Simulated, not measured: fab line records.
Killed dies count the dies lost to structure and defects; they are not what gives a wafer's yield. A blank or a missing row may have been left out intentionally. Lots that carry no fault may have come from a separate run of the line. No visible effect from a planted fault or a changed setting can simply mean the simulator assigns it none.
Split-lot experiment + flow sfq_line + 5 lots, 23 wafers read, on a route of 325 steps

ABOUT THE SPLIT
At SFQ_TRILAYER_A5B_DEP_PECVD_129 (deposits SiO2 from SiH4/N2O, time 133.33 s, target thk 600 nm), the setting time_s was moved away from the recipe's 133.33 s on 8 of the 23 wafers read, by -9.8% to +13.7%. This setting was run at the recipe's value on the other wafers.

The reading comes from the split's own step.

THE READING
SiO2_of_TRILAYER_A5B_DEP_PECVD_129.thk_nm (the simulator's own value, which no gauge read), in nm, at SFQ_TRILAYER_A5B_DEP_PECVD_129 (deposits SiO2 from SiH4/N2O, time 133.33 s, target thk 600 nm). No usual value for it is given in the file. The 15 wafers here that ran the recipe average 604.3 nm, standard deviation 5.8 nm.

| wafer  | tool, chamber at the split | time_s as run, s | against the recipe | SiO2_of_TRILAYER_A5B_DEP_PECVD_129.thk_nm, nm | against lot-mates on the recipe |
|--------|----------------------------|------------------|--------------------|-----------------------------------------------|---------------------------------|
| L076.1 | pecvd-01, 0                | 150.4            | +12.8%             | 674.4                                         | +67.8                           |
| L076.2 | pecvd-01, 1                | 150.4            | +12.8%             | 681.5                                         | +74.9                           |
| L076.3 | pecvd-01, 2                | 133.33           | recipe             | 605.3                                         | -                               |
| L076.4 | pecvd-01, 2                | 133.33           | recipe             | 601.9                                         | -                               |
| L076.6 | pecvd-01, 1                | 133.33           | recipe             | 612.7                                         | -                               |
| L078.1 | pecvd-01, 0                | 151.6            | +13.7%             | 680.7                                         | +77.0                           |
| L078.2 | pecvd-01, 2                | 133.33           | recipe             | 603                                           | -                               |
| L078.4 | pecvd-01, 2                | 151.6            | +13.7%             | 689.2                                         | +85.5                           |
| L078.5 | pecvd-01, 0                | 133.33           | recipe             | 604.8                                         | -                               |
| L078.6 | pecvd-01, 2                | 133.33           | recipe             | 603.2                                         | -                               |
| L079.2 | pecvd-01, 1                | 133.33           | recipe             | 605.9                                         | -                               |
| L079.3 | pecvd-01, 0                | 133.33           | recipe             | 597.3                                         | -                               |
| L079.5 | pecvd-01, 2                | 133.33           | recipe             | 614.3                                         | -                               |
| L080.1 | pecvd-03, 1                | 120.3            | -9.8%              | 540.2                                         | -65.8                           |
| L080.3 | pecvd-03, 0                | 133.33           | recipe             | 597.7                                         | -                               |
| L080.4 | pecvd-03, 1                | 120.3            | -9.8%              | 549.3                                         | -56.7                           |
| L080.5 | pecvd-03, 0                | 133.33           | recipe             | 608.1                                         | -                               |
| L080.6 | pecvd-03, 2                | 133.33           | recipe             | 612.2                                         | -                               |
| L081.1 | pecvd-01, 0                | 133.33           | recipe             | 593.6                                         | -                               |
| L081.2 | pecvd-01, 2                | 123.1            | -7.7%              | 544.9                                         | -54.3                           |
| L081.4 | pecvd-01, 2                | 133.33           | recipe             | 598.8                                         | -                               |
| L081.5 | pecvd-01, 1                | 133.33           | recipe             | 605.3                                         | -                               |
| L081.6 | pecvd-01, 0                | 123.1            | -7.7%              | 559.9                                         | -39.3                           |

FIT RESULTS
A straight line over all 23 wafers: SiO2_of_TRILAYER_A5B_DEP_PECVD_129.thk_nm changes by +6 nm for each +1% of time_s; r = +0.99; the points scatter about the line by 6.1 nm.
The same after taking each lot's own level away (the mean of its wafers on the recipe; 23 wafers): +5.91 nm for each +1%; r = +0.99; scatter 5.6 nm.
On that fit, the largest move of time_s shifts the reading by 81 nm.
Measured against the standard deviation above, the lots' own levels, which go from 599.23 to 606.63 nm, span 1.3 times it.
The two slopes agree, so the slope changes little with the lot-to-lot level.
Check: with one of the wafers moved furthest among these (+13.7%) left out of the fit, the line predicts +81.1 nm for it against its lot-mates. Against them it came out at +77 nm.

OTHER SPLITS ON THESE WAFERS
These wafers also went through other splits before the reading. Each is held against what the fit with the lots' levels taken away leaves over:
| other split on the same wafers                      | wafers away from the commonest value | r with SiO2_of_TRILAYER_A5B_DEP_PECVD_129.thk_nm (lot level and that fit taken away) |
|-----------------------------------------------------|--------------------------------------|--------------------------------------------------------------------------------------|
| SFQ_TRILAYER_M3_LITHO_PEB_078 peb_temp_c            | 11                                   | +0.01                                                                                |
| SFQ_TRILAYER_I3_VIA_LITHO_COAT_090 spin_rpm         | 8                                    | +0.15                                                                                |
| SFQ_TRILAYER_I3_VIA_BARC_OPEN_VIA_ETCH_121 source_w | 9                                    | -0.22                                                                                |
| SFQ_TRILAYER_M4_LITHO_COAT_098 spin_rpm             | 5                                    | -0.28                                                                                |
| SFQ_TRILAYER_M4_LITHO_PEB_096 peb_temp_c            | 8                                    | -0.24                                                                                |
| SFQ_TRILAYER_I4_VIA_LITHO_COAT_108 resist_thk_nm    | 8                                    | -0.02                                                                                |
| SFQ_TRILAYER_JJ_TRILAYER_DEP_SPUTTER_112 power_w    | 5                                    | +0.08                                                                                |
| SFQ_TRILAYER_JJ_CE_LITHO_PEB_117 peb_time_s         | 10                                   | -0.11                                                                                |
| SFQ_TRILAYER_M5_LITHO_PEB_126 peb_time_s            | 10                                   | -0.35                                                                                |
| SFQ_TRILAYER_M5_BARC_OPEN_METAL_ETCH_161 time_s     | 3                                    | +0.06                                                                                |

THE FILE'S OWN FIT
SiO2_of_TRILAYER_A5B_DEP_PECVD_129.thk_nm changes by +5.9 nm for each +1% of time_s, r = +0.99.
